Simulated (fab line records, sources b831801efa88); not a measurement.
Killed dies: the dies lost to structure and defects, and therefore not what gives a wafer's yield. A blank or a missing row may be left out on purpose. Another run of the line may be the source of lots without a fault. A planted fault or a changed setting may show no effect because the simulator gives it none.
A lot that was struck, set against a sound lot / flow sky130 / 15 out of 708 route steps
Sound: wafers L111.2, L111.5, L111.6. Struck: wafer L125.4; the same lot's L125.1 was not struck, so it is left out; see the end for the cause.
At each step with rows: each side's tool, then ch and its chambers, then its first start. Under that, the readings that differ: sound wafers / struck wafers / difference of the means / sigmas: that difference in standard deviations of wafers without a fault.
alike: a reading whose means differ by less than 2 such deviations, as well as words and numbers matching on both sides. not compared: withheld readings; readings where some wafer has no value; bounds like >300 that might hide an equal value; numbers whose values overlap and for which the record gives no deviation.
A row with sigmas, a row that says differs or no value, or rows on one side alone: a step with any of these is where the two part. Non-overlapping numbers with no deviation appear without sigmas and do not part them. Lack of a reading on every wafer of one side parts them only where that side has two or more wafers.

SKY_VIA2_CMP_02: polishes SiO2.
  sound on cmp-02 ch 0,3, day 36 13:01; struck on cmp-01 ch 3, day 41 13:04
reading=motor_current_A (A); sound=11.5 11.3 11.4; struck=15.4; difference=+4.0; sigmas=+4
SKY_VIA2_BOW_MEAS_03:
  sound on film_metro-03 at day 36 13:17; struck on film_metro-01 at day 41 13:16
  alike: VIA2_BOW
then, 8 steps without rows for these wafers: SKY_VIA2_DEHYDRATE_04 (time 60 s); SKY_VIA2_HMDS_05 (prime time 60 s); SKY_VIA2_COAT_06 (resist thk 60 nm); SKY_VIA2_COAT_07 (resist thk 450 nm); SKY_VIA2_SOFTBAKE_08 (time 90 s); SKY_VIA2_EXPOSE_09 (exposes mask VIM2, target cd 200 nm); SKY_VIA2_PEB_10; SKY_VIA2_DEVELOP_11 (develop time 60 s).
SKY_VIA2_CD_MEAS_12: target cd 200 nm.
  sound on cd_sem-01 at day 37 15:28; struck on cd_sem-01 at day 42 13:11
  alike: cd_nm
SKY_VIA2_OVL_MEAS_13:
  sound on overlay-01 at day 37 15:34; struck on overlay-01 at day 42 13:19
reading=VIA2_OVL (nm); sound=-6 -10 -6; struck=8; difference=+15; sigmas=+3
SKY_VIA2_ETCH_14: etches BARC in N2/H2, stops on SiO2, time 45.9 s, target depth 60 nm.
  sound on rie_diel-01 ch 0,1,2, day 37 15:36; struck on rie_diel-01 ch 0, day 42 13:21
  alike: drypump_motor_current_A, oes_product_au, throttle_valve_pct
  not compared: rf_hours_counter_h, model.KrF-thick_of_VIA2_COAT_07.thk_nm
SKY_VIA2_ETCH_15: etches SiO2 in C4F8/O2/Ar, stops on TiN, target depth 546 nm, time 84 s.
  sound on rie_diel-01 ch 0,1,2, day 37 15:38; struck on rie_diel-01 ch 0, day 42 13:23
  alike: oes_product_au
  not compared: rf_hours_counter_h
SKY_PAD_OPEN_PROBE_99:
  rows exist in the record for the sound wafers here (prober-02, day 46 22:53), none for the struck ones

== WHERE THEY PART ==
At SKY_VIA2_CMP_02 first; at SKY_PAD_OPEN_PROBE_99 last (within this record only).

WHY: whatever the simulator had introduced
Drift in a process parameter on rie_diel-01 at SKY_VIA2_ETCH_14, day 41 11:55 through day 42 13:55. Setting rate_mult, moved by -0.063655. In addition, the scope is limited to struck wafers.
